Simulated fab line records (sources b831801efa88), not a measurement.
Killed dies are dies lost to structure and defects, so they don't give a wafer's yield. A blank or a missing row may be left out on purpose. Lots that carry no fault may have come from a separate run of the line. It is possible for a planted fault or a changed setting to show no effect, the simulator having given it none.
Which tool is to blame?    flow sfqLine    42 wafers sampled from 14 lots at 1 step of a route of 325

== WHAT THE GAUGES READ, wafer by wafer ==
SFQ_I4_OVL_MEAS_928.
lot   measured      on          I4_OVL (nm)
L748  day 44 03:17  overlay-02  6 8 3
L749  day 44 14:05  overlay-01  -2 -4 0
L750  day 47 07:34  overlay-01  2 -2 -7
L752  day 47 15:59  overlay-01  7 2 6
L753  day 47 20:46  overlay-01  9 1 4
L754  day 50 03:58  overlay-01  6 5 0
L756  day 50 09:17  overlay-01  -8 2 -1
L757  day 50 10:29  overlay-01  -5 -2 -5
L759  day 50 16:23  overlay-02  0 1 3
L761  day 50 18:47  overlay-02  -6 3 -1
L762  day 50 21:11  overlay-02  -6 -12 -5
L763  day 50 23:35  overlay-02  10 14 14
L765  day 51 03:11  overlay-01  2 3 3
L770  day 51 11:35  overlay-02  -10 -10 -13

== TOOL THAT RAN EACH LOT (tool first, then ch and the chambers of the sampled wafers, then the start) ==
The record shows no process step preceding these readings.

== WHAT THE TOOLS THEMSELVES READ (means of the sampled wafers that have a number; where no wafer has one, the mark that the record gives instead) ==
The record holds no such reading with a usual standard deviation.

== THE ANSWER, worked out from the rows above alone ==
Rule: the usual values come from the lots themselves. Put in order of their means at a reading, lots are off if they are a third of the lots or fewer, leave a main group of 4 or more, and stand apart from it by a gap of 3 or more times the standard deviation of the main group's means; of several such gaps the widest counts. The tables above print the reading to a certain number of digits; a main group whose means all agree to those digits is not used. A lot without any number at a reading at which 4 lots or more have one is off too. All remaining lots with rows at the step are treated as sound. The gauges are gone through in route order, then the tools' own readings, and for those a lot's mean is taken as printed above. At the first step where some lot is off, the reading lying furthest off is the one used; lots without a number count as furthest.
Across all readings shown, no lot is off: no conclusion can be drawn from this.

== WHAT WAS PUT IN BY THE SIMULATOR ==
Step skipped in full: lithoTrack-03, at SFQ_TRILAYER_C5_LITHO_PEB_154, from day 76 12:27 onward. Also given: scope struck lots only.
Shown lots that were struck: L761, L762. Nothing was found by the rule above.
